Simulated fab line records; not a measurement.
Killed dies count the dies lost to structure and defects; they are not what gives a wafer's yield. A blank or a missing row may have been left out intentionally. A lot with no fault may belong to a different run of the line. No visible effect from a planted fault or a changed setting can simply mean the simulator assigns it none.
Code-filled problem report in 8D (eight disciplines) form | flow gf180mcu | the parts of the form that need people (team, actions taken, sign-off) are left out

1. WHAT WENT WRONG
MVPSD_RS at GF_VT_IMPLANT_RS_MEAS_49 reads a mean of 1214 ohm/sq on 6 wafers of 2 lots; wafers without a fault read 1169 ohm/sq with a standard deviation of 3.3. That is +14 standard deviations from the usual mean.
The step: measures by four-point-probe.
First observed at day 10 08:59: wafer L450.2, on film_metro-03. The record holds 39 wafers of 13 lots with a number at this step. Rule for "out", or "out of limits": more than 4 standard deviations from the usual mean. Any other wafer with a number is counted as sound.

2. WHAT IT IS; WHAT IT IS NOT
question                    | is                     | is not
which readings at this step | MVPSD_RS               | -
which lots                  | L450, L451             | L440, L441, L442, L443, L445, L447, L454, L458, L459, L460, L461
which wafers of those lots  | all that have a number | -
read on which gauges        | film_metro-03          | film_metro-01, film_metro-02
when                        | from day 10 08:59      | up to then (18 sound wafers); but 15 sound wafers of L454, L458, L459, L460, L461 came after

3. WHAT RULES OUT EACH SUSPECT
Counting: a tool stays on the suspect list if, at a process step up to the reading, it processed all lots that are out and no sound lot following the first of them.
- the gauge at GF_VT_IMPLANT_RS_MEAS_49: ruled out. All the wafers that are out were read on film_metro-03, but those of them that GF_MVPSD_IMPLANT_09 has rows for are out there too, on other tools.
- rie_diel-01 at GF_STI_ETCH_13 (etches the open film in CHF3/O2, stops on Si, target depth 282.31 nm, time 112.9 s): ruled out as a lasting fault. Sound lots L454, L458, L460, L461 ran on it after its first lot that is out, L450 (day 4 05:07).
- cmp-02 at GF_STI_CMP_25 (polishes, stops on Si3N4, t overpolish 33 s, target thk 524.6 nm): ruled out as a lasting fault. Sound lots L458 ran on it after its first lot that is out, L450 (day 4 07:38).
- implanter-04 at GF_MVPSD_IMPLANT_09: kept. It processed each lot that is out, first L450 at day 7 12:25, and no sound lot thereafter; up to then, the last sound lot it processed was L442 at day 5 09:02. Its own beam_on_s, faraday_current_uA readings are out on those wafers.
The count leaves implanter-04 at GF_MVPSD_IMPLANT_09.

4. THE CAUSE (what the simulator had put in)
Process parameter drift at GF_MVPSD_IMPLANT_09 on implanter-04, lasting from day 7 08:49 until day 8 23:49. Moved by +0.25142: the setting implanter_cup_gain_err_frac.
After counting, this tool was the only one left.

5. SEQUENCE OF EFFECTS, ordered by route
Rows list readings where the struck wafers' mean (over those with a number) sits beyond 3 standard deviations from the usual. Only readings whose record carries a usual standard deviation are examined. hours: median over the lots of the time between each lot's start at the first step of this table that gives one and its start at this step. sigmas: the change, counted in usual standard deviations.
hours | step                     | reading            | usual       | on struck wafers | change | sigmas
0     | GF_MVPSD_IMPLANT_09      | beam_on_s          | 10.00 s     | 7.93             | -2.07  | -9.9
0     | GF_MVPSD_IMPLANT_09      | faraday_current_uA | 28.2        | 35.5             | +7.3   | +12
69    | GF_VT_IMPLANT_RS_MEAS_49 | MVPSD_RS           | 1169 ohm/sq | 1214             | +45    | +14
It contains these process steps:
- GF_MVPSD_IMPLANT_09

6. WHAT WOULD HAVE CAUGHT IT SOONER
72 hours passed between the start of the fault at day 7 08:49 and the first reading out of limits at a measuring or inspecting step in this record, taken at day 10 08:59.
The tool's own readings at GF_MVPSD_IMPLANT_09 were out on every struck wafer that the step has a row for (beam_on_s, faraday_current_uA): an alarm limit on them would have fired on the first of those.
All the lots that are out (2) had begun GF_MVPSD_IMPLANT_09 on implanter-04 by day 10 08:59. None of them would have been spared by holding the tool at that moment.
